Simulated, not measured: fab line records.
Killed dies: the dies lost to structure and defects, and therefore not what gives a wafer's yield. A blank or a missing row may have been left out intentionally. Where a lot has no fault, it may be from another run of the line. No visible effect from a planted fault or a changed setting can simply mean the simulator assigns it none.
Matching of chambers || flow gf180mcu || pecvd-04 running GF_V1_CVD_02: 3 sister chambers
The step deposits SiO2 from TEOS, target thk 850 nm, time 94.851 s. 14 wafers are shown with their chamber, then 7 later ones without.

== EACH WAFER AND ITS CHAMBER ==
{"wafer": "L265.2", "chamber": 1, "heater power w (W)": 618}
{"wafer": "L265.4", "chamber": 1, "heater power w (W)": 656}
{"wafer": "L265.5", "chamber": 2, "heater power w (W)": 909}
{"wafer": "L266.2", "chamber": 2, "heater power w (W)": 767}
{"wafer": "L266.4", "chamber": 2, "heater power w (W)": 832}
{"wafer": "L266.5", "chamber": 1, "heater power w (W)": 647}
{"wafer": "L267.1", "chamber": 2, "heater power w (W)": 750}
{"wafer": "L267.4", "chamber": 2, "heater power w (W)": 826}
{"wafer": "L267.5", "chamber": 1, "heater power w (W)": 681}
{"wafer": "L270.2", "chamber": 1, "heater power w (W)": 629}
{"wafer": "L270.3", "chamber": 0, "heater power w (W)": 583}
{"wafer": "L270.6", "chamber": 0, "heater power w (W)": 618}
{"wafer": "L276.4", "chamber": 2, "heater power w (W)": 842}
{"wafer": "L276.5", "chamber": 0, "heater power w (W)": 607}

SIGNATURES (averages over the wafers above)
{"reading": "heater power w", "chamber 0": 602.67, "chamber 1": 646.20, "chamber 2": 821.00, "scatter within a chamber": 41.9}
Rule: for a wafer and a chamber, the distance is found by dividing, reading by reading, the gap between the wafer's reading and the chamber's mean by the reading's scatter, squaring, summing and taking the root. If the next closest chamber is less than 2 further off than the closest, the wafer can't be placed; otherwise it belongs to the closest. The scatter: the root of (the sum of the squares of (reading less its chamber's mean) over the shown wafers, divided by (wafers less chambers)).

== WAFERS WHOSE CHAMBER IS MISSING ==
{"wafer": "L276.6", "heater power w (W)": 544}
{"wafer": "L279.1", "heater power w (W)": 664}
{"wafer": "L279.2", "heater power w (W)": 850}
{"wafer": "L279.5", "heater power w (W)": 536}
{"wafer": "L284.1", "heater power w (W)": 836}
{"wafer": "L284.2", "heater power w (W)": 502}
{"wafer": "L284.5", "heater power w (W)": 892}

== THE CHAMBER EACH PASSED THROUGH ==
{"wafer": "L276.6", "from the rows above": "can't be placed: 0 or 1", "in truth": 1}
{"wafer": "L279.1", "from the rows above": "can't be placed: 1 or 0", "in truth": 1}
{"wafer": "L279.2", "from the rows above": 2, "in truth": 2}
{"wafer": "L279.5", "from the rows above": "can't be placed: 0 or 1", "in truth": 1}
{"wafer": "L284.1", "from the rows above": 2, "in truth": 2}
{"wafer": "L284.2", "from the rows above": "can't be placed: 0 or 1", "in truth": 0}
{"wafer": "L284.5", "from the rows above": 2, "in truth": 2}
3 of 7 placed correctly. These rows do not allow placing 4 (true chamber among the candidates in 4). Placed wrongly: 0.
